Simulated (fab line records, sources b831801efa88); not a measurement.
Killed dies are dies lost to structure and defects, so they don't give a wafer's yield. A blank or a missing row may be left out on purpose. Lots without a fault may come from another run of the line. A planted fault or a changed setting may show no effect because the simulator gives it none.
One fault seen from 2 desks | flow gf180mcu | each desk has only its own numbers; what lay behind them comes last

THE TOOL OWNER'S DESK: implanter-02
The tool's own readings at GF_HV_LDD_IMPLANT_09: means of the sampled wafers that have a number, for each lot that ran on this tool. A lot is out of limits, marked OUT, if its mean lies more than 4 standard deviations from the usual mean; the brackets give that distance.
Columns: A = faraday_current_uA at GF_HV_LDD_IMPLANT_09, usual 562
lot  | first seen here | A
L172 | day 10 02:10    | 561
L173 | day 10 03:13    | 557
L174 | day 10 09:50    | 555
L176 | day 11 04:31    | 557
L191 | day 15 17:44    | 563
L194 | day 16 20:05    | 564
This desk's finding: nothing out of limits on any of the 6 lots.

THE METROLOGY DESK
What the gauges read, lot by lot, whatever tool the lot ran on: means of the sampled wafers that have a number. A lot is out of limits, marked OUT, if its mean lies more than 4 standard deviations from the usual mean; the brackets give that distance.
Columns: A = MVSD_RS at GF_VT_IMPLANT_RS_MEAS_46, usual 456.5 ohm/sq; B = HV_LDD_RS at GF_HV_LDD_RS_MEAS_53, usual 418.2 ohm/sq; C = NSD_OVL at GF_NSD_OVL_MEAS_08, usual -0.1 nm
lot  | first seen here | A     | B                | C
L171 | day 7 13:02     | 456.5 | 418.9            | -2.0
L172 | day 7 23:17     | 457.1 | 418.1            | -1.2
L173 | day 8 01:59     | 455.7 | 417.8            | 0.2
L174 | day 8 06:51     | 454.8 | 418.9            | -0.8
L176 | day 8 17:47     | 455.6 | 423.0 (+5.5) OUT | 0.2
L185 | day 10 19:41    | 459.0 | 417.9            | -0.5
L187 | day 11 09:14    | 456.8 | 418.3            | -0.5
L189 | day 12 00:37    | 458.0 | 417.1            | -1.0
L191 | day 12 11:54    | 456.4 | 418.6            | -0.1
L192 | day 12 21:17    | 455.9 | 418.1            | -0.0
L193 | day 13 00:37    | 456.1 | 418.7            | 0.9
L194 | day 13 08:21    | 457.6 | 417.6            | -0.3
This desk's finding: out of limits on L176; first on L176, day 13 14:24 (HV_LDD_RS at GF_HV_LDD_RS_MEAS_53). In limits: L171, L172, L173, L174, L185, L187, L189, L191, L192, L193, L194.

PUT TOGETHER
The metrology desk could have raised an alarm at day 13 14:24, on L176.
The tool owner's desk saw nothing out of limits.
The tool owner's desk has L176 on record, within its limits.
Of the lots named, all ran GF_HV_LDD_IMPLANT_09 on implanter-02.

WHAT THE SIMULATOR HAD PUT IN
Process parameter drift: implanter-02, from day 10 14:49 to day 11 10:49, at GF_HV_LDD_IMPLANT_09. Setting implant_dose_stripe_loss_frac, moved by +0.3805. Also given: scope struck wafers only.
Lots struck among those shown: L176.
Hours from the fault's start to each desk's first reading out of limits: the metrology desk, 72.
